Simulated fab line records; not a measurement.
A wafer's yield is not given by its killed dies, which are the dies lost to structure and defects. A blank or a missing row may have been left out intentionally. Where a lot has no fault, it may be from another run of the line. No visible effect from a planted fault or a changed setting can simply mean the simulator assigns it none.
Which tool was responsible? | flow sky130 | 10 lots, 30 wafers sampled, at 6 steps of a route of 708

## WHAT THE GAUGES READ, wafer by wafer
SKY_VIA3_CD_MEAS_12: the cd target is 200 nm. Usual: cdNm 200.2 nm, standard deviation 1.5.
lot  | measured     | on       | cdNm (nm)         | flag
L635 | day 40 13:34 | cdSem-02 | 200.9 199.3 198.4 | 
L636 | day 41 03:21 | cdSem-02 | 201.0 199.5 197.9 | 
L639 | day 41 21:33 | cdSem-01 | 198.7 199.2 198.8 | 
L640 | day 42 00:57 | cdSem-02 | 199.2 200.8 198.9 | 
L645 | day 43 12:58 | cdSem-01 | 197.6 198.9 199.2 | 
L647 | day 44 00:47 | cdSem-02 | 201.6 202.6 201.8 | 
L651 | day 45 04:26 | cdSem-01 | 199.9 199.5 200.4 | 
L652 | day 45 10:33 | cdSem-02 | 200.7 199.8 201.3 | 
L655 | day 46 01:27 | cdSem-02 | 200.3 198.8 198.1 | 
L656 | day 46 16:12 | cdSem-02 | 198.2 197.0 198.8 | 

SKY_CAP2M_RS_MEAS_03: measurement is done with a four-point probe. Usual: CAP2M_TIN_RS gives 6.85 ohm/sq (standard deviation 0.081).
lot  | measured     | on           | CAP2M_TIN_RS (ohm/sq) | flag
L635 | day 40 15:35 | filmMetro-03 | 6.96 6.89 7.02        | 
L636 | day 41 05:16 | filmMetro-04 | 6.79 6.76 6.74        | 
L639 | day 41 23:26 | filmMetro-04 | 6.70 6.82 6.77        | 
L640 | day 42 02:52 | filmMetro-02 | 6.91 6.88 6.90        | 
L645 | day 43 14:53 | filmMetro-02 | 5.19 6.89 5.19        | OFF
L647 | day 44 02:40 | filmMetro-02 | 6.94 5.24 6.93        | OFF
L651 | day 45 06:32 | filmMetro-03 | 6.80 6.91 6.80        | 
L652 | day 45 12:28 | filmMetro-03 | 6.80 6.92 6.76        | 
L655 | day 46 03:25 | filmMetro-04 | 6.79 6.72 6.71        | 
L656 | day 46 18:04 | filmMetro-02 | 6.93 6.90 6.93        | 

SKY_CAP2M_THK_MEAS_04: measures by xrf. Usual: CAP2M_TIN_THK gives 199.1 nm (standard deviation 2.3).
lot  | measured     | on           | CAP2M_TIN_THK (nm) | flag
L635 | day 40 15:42 | filmMetro-03 | 196.3 198.1 194.5  | 
L636 | day 41 05:23 | filmMetro-04 | 200.8 200.9 201.2  | 
L639 | day 41 23:33 | filmMetro-04 | 203.7 200.7 201.4  | 
L640 | day 42 02:59 | filmMetro-02 | 197.0 198.0 197.7  | 
L645 | day 43 15:00 | filmMetro-02 | 260.7 197.6 260.9  | OFF
L647 | day 44 02:47 | filmMetro-02 | 197.9 259.5 197.6  | OFF
L651 | day 45 06:38 | filmMetro-03 | 200.8 196.9 199.9  | 
L652 | day 45 12:35 | filmMetro-03 | 201.1 197.5 201.5  | 
L655 | day 46 03:32 | filmMetro-04 | 201.9 203.2 203.6  | 
L656 | day 46 18:11 | filmMetro-02 | 196.9 197.8 197.4  | 

## TOOL THAT RAN EACH LOT (tool first, then ch and the chambers of the sampled wafers, then the start)
lot  | SKY_VIA3_ETCH_14                  | SKY_CAP2M_CVD_00                | SKY_CAP2M_SPUTTER_02
L635 | rieDiel-03 ch 2,3, day 40 13:43   | pecvd-03 ch 1,2, day 40 15:23   | pvdSputter-02, day 40 15:28
L636 | rieDiel-02 ch 0,2,3, day 41 03:31 | pecvd-04 ch 1,2, day 41 05:04   | pvdSputter-01, day 41 05:10
L639 | rieDiel-02 ch 0,1,3, day 41 21:43 | pecvd-02 ch 0,1,2, day 41 23:14 | pvdSputter-03, day 41 23:19
L640 | rieDiel-01 ch 0,1,3, day 42 01:07 | pecvd-02 ch 0,1, day 42 02:40   | pvdSputter-01, day 42 02:45
L645 | rieDiel-03 ch 0,1,3, day 43 13:07 | pecvd-03 ch 0,2, day 43 14:40   | pvdSputter-01, day 43 14:46
L647 | rieDiel-03 ch 1,2, day 44 00:57   | pecvd-04 ch 1,2, day 44 02:28   | pvdSputter-01, day 44 02:33
L651 | rieDiel-01 ch 0,1, day 45 04:33   | pecvd-02 ch 0,1,2, day 45 06:19 | pvdSputter-03, day 45 06:23
L652 | rieDiel-01 ch 0,3, day 45 10:43   | pecvd-02 ch 1,2, day 45 12:16   | pvdSputter-03, day 45 12:21
L655 | rieDiel-01 ch 1,2,3, day 46 01:37 | pecvd-02 ch 0,2, day 46 03:14   | pvdSputter-02, day 46 03:19
L656 | rieDiel-02 ch 0,3, day 46 16:22   | pecvd-03 ch 0,1,2, day 46 17:53 | pvdSputter-02, day 46 17:58
- SKY_VIA3_ETCH_14: etches BARC in N2/H2, stops on SiO2, time 45.9 s, target depth 60 nm.
- SKY_CAP2M_CVD_00: deposits SiO2, target thk 15.5 nm.
- SKY_CAP2M_SPUTTER_02: material TiN, target thk 200 nm, time 166.7 s.

## AS READ BY THE TOOLS THEMSELVES (means over the sampled wafers that have a number; for cases with no such wafer, the mark the record gives instead)
SKY_VIA3_ETCH_14. Usual: drypumpMotorCurrentA 5.7 A, standard deviation 0.36; oesProductAu 0.855 a.u., standard deviation 0.0046; throttleValvePct 13.224 %, standard deviation 0.01.
lot  | tool       | drypumpMotorCurrentA (A) | oesProductAu (a.u.) | throttleValvePct (%) | flag
L635 | rieDiel-03 | 5.9                      | 0.854               | 13.229               | 
L636 | rieDiel-02 | 5.9                      | 0.850               | 13.225               | 
L639 | rieDiel-02 | 5.8                      | 0.866               | 13.225               | 
L640 | rieDiel-01 | 5.6                      | 0.856               | 13.216               | 
L645 | rieDiel-03 | 5.6                      | 0.857               | 13.224               | 
L647 | rieDiel-03 | 6.0                      | 0.852               | 13.225               | 
L651 | rieDiel-01 | 5.6                      | 0.851               | 13.220               | 
L652 | rieDiel-01 | 5.6                      | 0.857               | 13.229               | 
L655 | rieDiel-01 | 5.5                      | 0.855               | 13.232               | 
L656 | rieDiel-02 | 6.0                      | 0.853               | 13.225               | 

SKY_CAP2M_CVD_00. Usual: heaterPowerW 718 W, standard deviation 110.
lot  | tool     | heaterPowerW (W) | flag
L635 | pecvd-03 | 767              | 
L636 | pecvd-04 | 707              | 
L639 | pecvd-02 | 830              | 
L640 | pecvd-02 | 642              | 
L645 | pecvd-03 | 693              | 
L647 | pecvd-04 | 691              | 
L651 | pecvd-02 | 755              | 
L652 | pecvd-02 | 860              | 
L655 | pecvd-02 | 670              | 
L656 | pecvd-03 | 699              | 

SKY_CAP2M_SPUTTER_02. Usual: chamberPressurePa 0.4000 Pa, standard deviation 0.00076; throttleValvePct 29.9 %, standard deviation 1.1.
lot  | tool          | chamberPressurePa (Pa) | throttleValvePct (%) | flag
L635 | pvdSputter-02 | 0.4004                 | 28.8                 | 
L636 | pvdSputter-01 | 0.3991                 | 30.0                 | 
L639 | pvdSputter-03 | 0.3996                 | 30.5                 | 
L640 | pvdSputter-01 | 0.3999                 | 29.9                 | 
L645 | pvdSputter-01 | 0.4000                 | 30.0                 | 
L647 | pvdSputter-01 | 0.4002                 | 29.8                 | 
L651 | pvdSputter-03 | 0.4002                 | 30.1                 | 
L652 | pvdSputter-03 | 0.4003                 | 30.0                 | 
L655 | pvdSputter-02 | 0.4001                 | 30.3                 | 
L656 | pvdSputter-02 | 0.3994                 | 29.6                 | 

## THE ANSWER, worked out from the rows above alone
Rule: a lot is off if the mean of its wafers that have a number lies more than 3 standard deviations from the usual mean. A lot without any number at a reading at which 4 lots or more have one is off too. The other lots that the step has rows for count as sound. Order of review: gauges by route order, followed by the tools' own readings, for which a lot's mean as printed above is used. At the first step where some lot is off, the reading lying furthest off is the one used; lots without a number count as furthest.
Off: L645, L647, seen at SKY_CAP2M_RS_MEAS_03 (CAP2M_TIN_RS).
A tool fits if, at a process step before that reading, it ran every lot that is off, and no sound lot after the first of them. Gauges at SKY_CAP2M_RS_MEAS_03: tried the same way as those tools. This does not decide it: 2 tools fit, namely rieDiel-03 at SKY_VIA3_ETCH_14 and pvdSputter-01 at SKY_CAP2M_SPUTTER_02.

## WHAT HAD BEEN PUT IN BY THE SIMULATOR
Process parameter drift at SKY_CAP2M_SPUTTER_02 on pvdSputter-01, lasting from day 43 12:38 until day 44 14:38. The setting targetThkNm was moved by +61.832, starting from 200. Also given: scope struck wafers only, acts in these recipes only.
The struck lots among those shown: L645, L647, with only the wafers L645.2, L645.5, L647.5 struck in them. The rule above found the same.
